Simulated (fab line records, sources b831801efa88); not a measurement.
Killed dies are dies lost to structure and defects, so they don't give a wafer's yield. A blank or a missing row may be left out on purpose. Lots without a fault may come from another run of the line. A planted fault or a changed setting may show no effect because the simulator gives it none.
Which tool did it? | flow gf180mcu | 6 lots, 18 wafers sampled, at 3 steps of a route of 602

WHAT THE GAUGES READ, wafer by wafer
GF_SAB_THK_MEAS_01.
lot  | measured     | on            | SAB_CVD_00_THK (nm)
L445 | day 15 04:37 | film_metro-01 | 48.9 49.7 49.5
L448 | day 16 06:43 | film_metro-02 | 49.1 50.3 50.2
L450 | day 17 02:44 | film_metro-03 | 49.6 50.4 50.9
L453 | day 18 07:58 | film_metro-02 | 50.1 50.8 50.2
L456 | day 19 08:34 | film_metro-03 | 65.4 50.8 50.5
L463 | day 22 00:31 | film_metro-02 | 49.5 50.1 50.1

WHICH TOOL RAN EACH LOT (tool, then ch and the chambers of the sampled wafers, then the start)
lot  | GF_PSD_RTA_13                    | GF_SAB_CVD_00
L445 | rtp_anneal-01 ch 0, day 15 04:16 | pecvd-01 ch 1,2, day 15 04:35
L448 | rtp_anneal-02 ch 0, day 16 06:17 | pecvd-03 ch 0,2, day 16 06:40
L450 | rtp_anneal-02 ch 0, day 17 02:23 | pecvd-03 ch 0,2, day 17 02:41
L453 | rtp_anneal-01 ch 0, day 18 07:37 | pecvd-01 ch 0,1,2, day 18 07:56
L456 | rtp_anneal-02 ch 0, day 19 08:13 | pecvd-03 ch 0,1,2, day 19 08:33
L463 | rtp_anneal-01 ch 0, day 22 00:11 | pecvd-03 ch 1,2, day 22 00:29
- GF_PSD_RTA_13: time 20 s.
- GF_SAB_CVD_00: deposits SiO2 from TEOS, target thk 50 nm, time 4.9302 s.

THE ANSWER, worked out from the rows above alone
Rule: what is usual is taken from the lots themselves. Put in order of their means at a reading, lots are off if they are a third of the lots or fewer, leave a main group of 4 or more, and stand apart from it by a gap of 3 or more times the standard deviation of the main group's means; of several such gaps the widest counts. A main group whose means are all the same, to the digits that the tables above print for the reading, isn't used. A lot without any number at a reading at which 4 lots or more have one is off too. The other lots that the step has rows for count as sound.
Off: L456, at GF_SAB_THK_MEAS_01 (SAB_CVD_00_THK). The main group: mean 50.0 nm, standard deviation 0.36.
A tool fits if, at a process step before that reading, it ran every lot that is off, and no sound lot after the first of them. The gauges at GF_SAB_THK_MEAS_01 are tried like those tools. Can't be told from this: 2 tools fit, rtp_anneal-02 at GF_PSD_RTA_13, film_metro-03 at GF_SAB_THK_MEAS_01.

WHAT THE SIMULATOR HAD PUT IN
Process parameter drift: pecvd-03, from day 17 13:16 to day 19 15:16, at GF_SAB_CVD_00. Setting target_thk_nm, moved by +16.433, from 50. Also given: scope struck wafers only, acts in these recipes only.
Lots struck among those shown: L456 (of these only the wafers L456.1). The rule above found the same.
